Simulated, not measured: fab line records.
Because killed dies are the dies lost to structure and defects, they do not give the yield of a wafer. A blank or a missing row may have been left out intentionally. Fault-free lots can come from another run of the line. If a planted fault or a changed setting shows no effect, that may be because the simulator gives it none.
fab line records	flow sky130
record lots=13	wafers=39	last_day=50
route steps=708 shown VIA2@520 CAPM@537 PAD_OPEN@708
lots with no fault: from the same line, run without faults
start_h: hours from the record's opening day to when the first of the lot's shown wafers began	wait_h: time in hours since the lot's previous step	" the same as in the row above	L1.1+2: a single row standing in for several wafers	- no value present, or no start provided	* or withheld: withheld	< > ~ a bound
route shown NAME@n: a module of which the file shows steps, and the number in the route of the first	usual: mean and standard deviation over wafers with no fault	same: alike in all rows	chamber/n: place in a boat	sites: per-site readings	_std_site: how widely they spread, as a standard deviation	_edge_site: inner sites' mean taken away from outer sites' mean	radius_mm: for every site, how far away it sits from the centre of the wafer	mask NAME#n: copy n	behind: the tool/chamber that last shaped the wafer	hold: the reason the lot was held/the length of the hold in hours/how it ended	device: transistor that didn't switch, given as n, p or np	end of line: tests run on the same wafers once the route is complete	step lacking rows: just its recipe	killed: dies that structure and defects cost at the first sort, which is not the same as the wafer's yield	map: a wafer's dies, x killed, . not, _ none there
set.NAME: the run value of the setting; set.NAME@STEP: its run value at that earlier step	model.NAME: the simulator's own value behind a step, which no gauge read
route steps across a sampled set of lots; one table per step, one row per wafer
services: from which hour (start_h, from the record's first day; less than 0 if before it) a tool's chamber was out of use, for how many hours, and why
## steps
# step SKY_VIA2_OVL_MEAS_13
# usual VIA2_OVL=1/5.5
lot.wafer	tool	chamber	start_h	wait_h	VIA2_OVL[nm]
L591.1	overlay-01	-	850.54	0.1	5
L591.2	"	-	"	"	4
L591.6	"	-	"	"	9
L592.1	overlay-01	-	854.34	0.1	0
L592.2	"	-	"	"	-2
L592.6	"	-	"	"	-2
L595.1	overlay-02	-	859.64	0.1	-3
L595.3	"	-	"	"	5
L595.5	"	-	"	"	-3
L594.2	overlay-02	-	871.30	0.1	0
L594.4	"	-	"	"	3
L594.5	"	-	"	"	-1
L597.1	overlay-02	-	884.23	0.1	0
L597.4	"	-	"	"	-1
L597.6	"	-	"	"	7
L598.2	overlay-02	-	903.29	0.1	-3
L598.4	"	-	"	"	2
L598.5	"	-	"	"	-1
L599.4	overlay-02	-	904.31	0.1	16
L599.5	"	-	"	"	18
L599.6	"	-	"	"	8
L608.2	overlay-02	-	971.50	0.1	11
L608.3	"	-	"	"	5
L608.6	"	-	"	"	5
L609.1	overlay-02	-	972.08	0.1	-2
L609.2	"	-	"	"	-1
L609.6	"	-	"	"	2
L610.1	overlay-02	-	980.09	0.1	7
L610.4	"	-	"	"	5
L610.5	"	-	"	"	10
L612.1	overlay-02	-	992.68	0.1	-1
L612.5	"	-	"	"	-1
L612.6	"	-	"	"	8
L613.2	overlay-02	-	999.05	0.1	2
L613.4	"	-	"	"	2
L613.6	"	-	"	"	2
L614.3	overlay-02	-	1014.90	0.1	0
L614.4	"	-	"	"	-6
L614.5	"	-	"	"	-3
# step SKY_VIA2_CMP_24
# recipe stop_on=SiO2	t_overpolish_s=20	down_force_psi=3.5	platen_rpm=60	target_thk_nm=0	pad_velocity_m_s=0.94248
# usual edge_zone_pressure_frac=1.001/0.0047	head_pressure_psi=3.499/0.0071	motor_current_A=11.7/1.1	overpolish_run_s=20.000/0.0088	slurry_filter_dp_kPa=13.52/0.13	time_to_endpoint_s=99/4.6
lot.wafer	tool	chamber	start_h	wait_h	edge_zone_pressure_frac	head_pressure_psi	motor_current_A	overpolish_run_s	slurry_filter_dp_kPa	time_to_endpoint_s
L591.1	cmp-01	3	851.65	0.1	1.000	3.508	10.5	19.993	13.62	104
L591.2	"	1	"	"	1.001	3.501	12.2	20.003	13.55	103
L591.6	"	0	"	"	1.002	3.497	10.1	20.007	13.63	105
L592.1	cmp-01	1	855.48	0.1	1.001	3.503	12.0	20.005	13.25	99
L592.2	"	2	"	"	1.012	3.495	12.8	20.003	13.66	107
L592.6	"	1	"	"	1.003	3.496	11.9	20.004	13.40	104
L595.3	cmp-01	1	860.83	0.1	1.005	3.488	11.6	19.993	13.36	102
L595.1	"	2	"	"	1.005	3.501	13.6	19.996	13.70	105
L595.5	"	0	"	"	1.004	3.504	9.7	19.987	13.52	106
L594.4	cmp-02	3	872.48	0.1	1.007	3.500	13.4	20.014	13.65	103
L594.2	"	0	"	"	0.996	3.500	11.7	20.008	13.76	95
L594.5	"	3	"	"	1.003	3.492	13.1	20.004	13.41	102
L597.1	cmp-02	2	885.39	0.1	-	-	-	-	-	-
L597.4	"	3	"	"	-	-	-	-	-	-
L597.6	"	1	"	"	-	-	-	-	-	-
L598.2	cmp-02	1	904.39	0.0	-	-	-	-	-	-
L598.4	"	3	"	"	-	-	-	-	-	-
L598.5	"	1	"	"	-	-	-	-	-	-
L599.4	cmp-02	3	905.55	0.2	-	-	-	-	-	-
L599.5	"	0	"	"	-	-	-	-	-	-
L599.6	"	1	"	"	-	-	-	-	-	-
L608.3	cmp-02	2	972.65	0.1	1.009	3.506	11.5	19.989	13.34	94
L608.2	"	3	"	"	1.007	3.513	12.3	19.995	13.23	102
L608.6	"	1	"	"	1.004	3.491	11.5	19.996	13.59	96
L609.2	cmp-01	1	973.29	0.1	0.992	3.498	11.6	19.988	13.45	97
L609.1	"	2	"	"	1.001	3.489	13.5	19.993	13.57	100
L609.6	"	3	"	"	0.998	3.493	11.1	20.003	13.34	108
L610.4	cmp-01	0	981.20	0.0	0.993	3.520	9.7	20.006	13.46	94
L610.1	"	2	"	"	0.999	3.506	13.4	19.999	13.39	90
L610.5	"	0	"	"	0.997	3.517	10.3	19.983	13.53	95
L612.1	cmp-02	3	993.94	0.2	0.993	3.499	12.7	20.000	13.48	103
L612.5	"	0	"	"	1.002	3.497	11.7	19.995	13.68	99
L612.6	"	1	"	"	1.006	3.496	12.1	19.999	13.41	100
L613.2	cmp-02	1	1000.19	0.0	0.998	3.498	12.2	20.004	13.36	95
L613.4	"	0	"	"	0.998	3.512	12.0	19.985	13.57	96
L613.6	"	2	"	"	1.009	3.493	11.7	20.001	13.51	89
L614.3	cmp-01	0	1016.13	0.1	0.992	3.501	9.6	19.980	13.27	99
L614.4	"	1	"	"	0.997	3.510	11.8	20.004	13.48	96
L614.5	"	3	"	"	1.003	3.499	11.6	19.987	13.55	97
# step SKY_CAPM_CVD_00
# recipe material=SiO2	target_thk_nm=15.5	temp_c=400	time_s=withheld	rf_w=450
# usual heater_power_w=709/100
lot.wafer	tool	chamber	start_h	wait_h	heater_power_w
L591.1	pecvd-01	2	852.10	0.0	636
L591.2	"	0	"	"	830
L591.6	"	0	"	"	831
L592.1	pecvd-04	2	855.94	0.0	691
L592.2	"	1	"	"	732
L592.6	"	1	"	"	746
L595.1	pecvd-04	2	861.24	0.0	723
L595.3	"	0	"	"	591
L595.5	"	2	"	"	726
L594.2	pecvd-04	0	872.89	0.0	612
L594.4	"	2	"	"	688
L594.5	"	1	"	"	640
L608.2	pecvd-01	0	973.05	0.0	713
L608.3	"	0	"	"	711
L608.6	"	1	"	"	812
L609.1	pecvd-03	2	973.64	0.0	854
L609.2	"	1	"	"	807
L609.6	"	1	"	"	782
L610.1	pecvd-04	1	981.65	0.0	758
L610.4	"	1	"	"	763
L610.5	"	2	"	"	611
L612.1	pecvd-01	0	994.24	0.0	741
L612.5	"	2	"	"	700
L612.6	"	1	"	"	871
L613.2	pecvd-04	0	1000.64	0.0	686
L613.4	"	1	"	"	667
L613.6	"	2	"	"	606
L614.3	pecvd-04	2	1016.48	0.0	671
L614.4	"	1	"	"	696
L614.5	"	2	"	"	647
# step SKY_CAPM_OVL_MEAS_12
# usual CAPM_OVL=-0.1/1.5
lot.wafer	tool	chamber	start_h	wait_h	CAPM_OVL[nm]
L591.1	overlay-01	-	877.71	0.1	-0.2
L591.2	"	-	"	"	1.4
L591.6	"	-	"	"	-0.4
L592.1	overlay-02	-	881.66	0.1	1.5
L592.2	"	-	"	"	1.5
L592.6	"	-	"	"	-0.7
L595.1	overlay-02	-	886.17	0.1	-1.6
L595.3	"	-	"	"	-1.1
L595.5	"	-	"	"	-1.2
L594.2	overlay-01	-	897.86	0.1	3.0
L594.4	"	-	"	"	2.7
L594.5	"	-	"	"	2.9
L608.2	overlay-02	-	997.31	0.1	-0.7
L608.3	"	-	"	"	-1.9
L608.6	"	-	"	"	-1.4
L609.1	overlay-02	-	998.16	0.1	-1.0
L609.2	"	-	"	"	0.9
L609.6	"	-	"	"	1.9
L610.1	overlay-02	-	1005.02	0.1	-0.5
L610.4	"	-	"	"	-1.0
L610.5	"	-	"	"	-0.4
L612.1	overlay-02	-	1018.56	0.1	1.6
L612.5	"	-	"	"	-0.5
L612.6	"	-	"	"	1.3
L613.2	overlay-01	-	1024.01	0.1	-2.4
L613.4	"	-	"	"	-3.6
L613.6	"	-	"	"	-2.6
L614.3	overlay-01	-	1039.62	0.1	0.7
L614.4	"	-	"	"	-2.2
L614.5	"	-	"	"	-0.8
# step SKY_PAD_OPEN_PROBE_99
# usual defect_limited_yield=82.6/2	killed_at_M0_to_M3=43/7.1	killed_at_M4_up=3.0/1.9	killed_at_contacts=24/5	killed_at_front_end=15/4.3	killed_at_other=0.3/0.5	killed_dies=85/9.6	killed_on_rim=17/4.3	killed_open=46/7.1	killed_short=39/6.8	sort_bin_3_pad_short=0.9/0.42	sort_bin_5_function=10.2/1.4	sort_bin_6_memory=6.3/1.2	sort_n_pass=407/9.6	sort_yield_pct=82.6/2
# same gross_dies=492	killed_at_back_side=0	sort_bin_4_leakage[%]=0	sort_bin_8_speed[%]=0
lot.wafer	tool	chamber	start_h	wait_h	defect_limited_yield[%]	killed_at_M0_to_M3	killed_at_M4_up	killed_at_contacts	killed_at_front_end	killed_at_other	killed_dies	killed_on_rim	killed_open	killed_short	sort_bin_3_pad_short[%]	sort_bin_5_function[%]	sort_bin_6_memory[%]	sort_n_pass	sort_yield_pct[%]
L597.1	prober-02	-	1104.11	0.1	0	457	2	18	15	0	492	96	45	29	86.2	8.5	5.3	0	0
L597.4	prober-02	-	1104.26	0.2	0	450	0	32	10	0	492	96	33	36	86.6	8.9	4.5	0	0
L597.6	prober-02	-	1104.36	0.2	0	440	3	31	18	0	492	96	51	35	83.7	11.6	4.7	0	0
L598.2	prober-01	-	1119.37	0.1	0	436	3	28	25	0	492	96	62	37	80.5	12.0	7.5	0	0
L598.4	prober-01	-	1119.47	0.2	0	450	5	26	11	0	492	96	38	48	83.1	10.8	6.1	0	0
L598.5	prober-01	-	1119.52	0.2	0	447	2	21	22	0	492	96	49	46	81.7	12.0	6.3	0	0
L599.4	prober-02	-	1119.60	0.2	0	444	2	32	14	0	492	96	55	46	80.7	12.2	7.1	0	0
L599.5	prober-02	-	1119.65	0.2	0	444	3	27	17	1	492	96	55	48	80.3	11.0	8.7	0	0
L599.6	prober-02	-	1119.70	0.2	0	441	4	23	23	1	492	96	55	37	81.9	11.2	6.9	0	0
# killed by level:class
L597.1 VIA2:area_cmp=418 VIA2:geometric_particle:open=8 LI_CONTACT:geometric_particle:open=7 CONTACT:geometric_particle:open=7 VIA1:geometric_particle:open=7 POLY_GATE:geometric_particle:open=5 VIA1:geometric_particle:short=5 METAL1:geometric_particle:short=5
L597.4 VIA2:area_cmp=423 CONTACT:geometric_particle:open=11 CONTACT:geometric_particle:short=8 LI_CONTACT:geometric_particle:open=7 METAL1:geometric_particle:short=6 VIA1:geometric_particle:short=5 LOCAL_INTERCONNECT:geometric_particle:short=4 VIA3:geometric_particle:open=4
L597.6 VIA2:area_cmp=406 CONTACT:geometric_particle:open=13 VIA1:geometric_particle:open=9 LI_CONTACT:geometric_particle:open=9 METAL2:geometric_particle:short=7 SPACER:geometric_particle:open=6 VIA1:geometric_particle:short=5 POLY_GATE:geometric_particle:short=4
L598.2 VIA2:area_cmp=393 CONTACT:geometric_particle:open=13 VIA2:geometric_particle:open=9 VIA1:geometric_particle:open=9 POLY_GATE:geometric_particle:open=8 FIELD_ISO:geometric_particle:open=6 LI_CONTACT:geometric_particle:open=6 METAL2:geometric_particle:short=6
L598.4 VIA2:area_cmp=406 CONTACT:geometric_particle:open=9 METAL1:geometric_particle:short=8 VIA3:geometric_particle:open=8 VIA1:geometric_particle:open=7 LOCAL_INTERCONNECT:geometric_particle:short=6 VIA2:geometric_particle:open=5 FIELD_ISO:geometric_particle:short=4
L598.5 VIA2:area_cmp=397 LI_CONTACT:geometric_particle:open=10 VIA1:geometric_particle:open=9 VIA2:geometric_particle:open=9 METAL1:geometric_particle:short=8 FIELD_ISO:geometric_particle:open=6 METAL2:geometric_particle:short=6 LOCAL_INTERCONNECT:geometric_particle:short=6
L599.4 VIA2:area_cmp=391 CONTACT:geometric_particle:open=12 VIA1:geometric_particle:open=10 VIA3:geometric_particle:open=10 METAL2:geometric_particle:short=8 LI_CONTACT:geometric_particle:open=7 VIA1:geometric_particle:short=7 LOCAL_INTERCONNECT:geometric_particle:short=6
L599.5 VIA2:area_cmp=389 VIA1:geometric_particle:open=14 VIA3:geometric_particle:open=10 METAL2:geometric_particle:short=9 CONTACT:geometric_particle:short=7 CONTACT:geometric_particle:open=7 VIA1:geometric_particle:short=6 LOCAL_INTERCONNECT:geometric_particle:short=5
L599.6 VIA2:area_cmp=400 CONTACT:geometric_particle:open=8 VIA1:geometric_particle:open=8 LI_CONTACT:geometric_particle:open=7 LOCAL_INTERCONNECT:geometric_particle:short=7 VIA2:geometric_particle:open=6 VIA3:geometric_particle:open=6 FIELD_ISO:geometric_particle:open=5
## services
tool	chamber	start_h	hours	kind
cmp-01	-	839.32	2.2	repair
pecvd-04	0	842.51	2.1	scheduled_down
pecvd-04	0	844.64	5.5	scheduled_down
cmp-02	-	850.23	11.2	repair
cmp-01	-	861.40	5.5	pm
cmp-02	-	867.10	3.4	pm
pecvd-01	1	878.27	5.5	scheduled_down
pecvd-04	-	881.51	0.6	repair
pecvd-04	-	890.28	0.4	repair
cmp-02	-	892.11	4.9	pm
cmp-01	-	892.18	2.2	repair
cmp-02	-	898.58	4.0	repair
pecvd-03	-	901.03	5.5	pm
cmp-02	-	912.04	4.0	pm
cmp-02	-	916.04	-	consumable_replace:conditioner
cmp-02	-	916.04	-	consumable_replace:pad
pecvd-01	-	926.87	0.5	repair
pecvd-04	0	927.39	21.5	repair
pecvd-04	-	955.64	2.8	pm
pecvd-01	2	956.91	23.3	repair
cmp-02	-	984.77	1.3	repair
pecvd-01	1	999.41	-	clean
pecvd-01	1	999.41	-	consumable_replace:showerhead
pecvd-01	-	1003.75	34.8	repair
## key
first_sign step=SKY_VIA2_CMP_24	reading=tool_record	direction=missing
effect step=SKY_PAD_OPEN_PROBE_99	reading=sort_bin_3_pad_short	direction=up	sigmas=99+	usual=0.9	struck=82.7
more_kills_born_at SKY_VIA2_CMP_24@cmp-02=3616
met_at SKY_VIA2_CMP_24
struck_lots L597,L598,L599
later_rows_left_out L597.1,L597.4,L597.6,L598.2,L598.4,L598.5,L599.4,L599.5,L599.6
not_acting_at SKY_VIA2_OVL_MEAS_13,SKY_CAPM_CVD_00,SKY_CAPM_OVL_MEAS_12
onset_between 872.48 885.39
fault kind=skipped_step_whole	tool=cmp-02	chamber=-	onset_h=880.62	steps=SKY_VIA2_CMP_24	scope=struck_lots_only
# later_rows_left_out: the simulator's readings of these wafers behind a module that went badly wrong aren't trusted and aren't shown, but for the sort
